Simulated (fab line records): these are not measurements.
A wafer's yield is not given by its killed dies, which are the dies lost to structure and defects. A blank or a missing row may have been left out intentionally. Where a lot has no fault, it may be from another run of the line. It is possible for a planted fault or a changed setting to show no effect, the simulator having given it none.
Chamber matching :: flow gf180mcu :: GF_SAB_CVD_00 on pecvd-04 has 3 sister chambers
The step deposits SiO2 from TEOS, target thk 50 nm, time 4.9302 s. 3 wafers are shown with their chamber, then 8 later ones without.

## WAFERS WITH THEIR CHAMBER
wafer: L090.2
chamber: 0
heaterPowerW (W): 814

wafer: L090.3
chamber: 1
heaterPowerW (W): 510

wafer: L090.4
chamber: 2
heaterPowerW (W): 689

## WAFERS MISSING THEIR CHAMBER
wafer: L090.5
heaterPowerW (W): 787

wafer: L090.6
heaterPowerW (W): 505

wafer: L091.1
heaterPowerW (W): 590

wafer: L091.2
heaterPowerW (W): 676

wafer: L091.3
heaterPowerW (W): 837

wafer: L091.4
heaterPowerW (W): 856

wafer: L091.5
heaterPowerW (W): 669

wafer: L091.6
heaterPowerW (W): 599

## EACH ONE'S CHAMBER
wafer: L090.5
from the rows above: can't be placed: 0 or 2
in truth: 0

wafer: L090.6
from the rows above: 1
in truth: 1

wafer: L091.1
from the rows above: can't be placed: 1 or 2
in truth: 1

wafer: L091.2
from the rows above: 2
in truth: 2

wafer: L091.3
from the rows above: 0
in truth: 0

wafer: L091.4
from the rows above: 0
in truth: 0

wafer: L091.5
from the rows above: 2
in truth: 2

wafer: L091.6
from the rows above: can't be placed: 1 or 2
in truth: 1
5 of 8 placed correctly. Not placeable from these rows: 3 (in 3, the candidates include the true chamber). Placed wrongly: 0.
How it was worked out, from the rows above alone: a wafer's distance from a chamber is the root of the sum, over the readings, of the square of ((its reading less the chamber's mean) divided by the reading's scatter). The wafer belongs to the nearest chamber; if the next one is less than 2 further off, it can't be placed. The mean given for a chamber averages the wafers shown for that chamber. The scatter: with one shown wafer a chamber, the root of the mean of the squares of how far each hidden wafer lies from its nearest shown one.
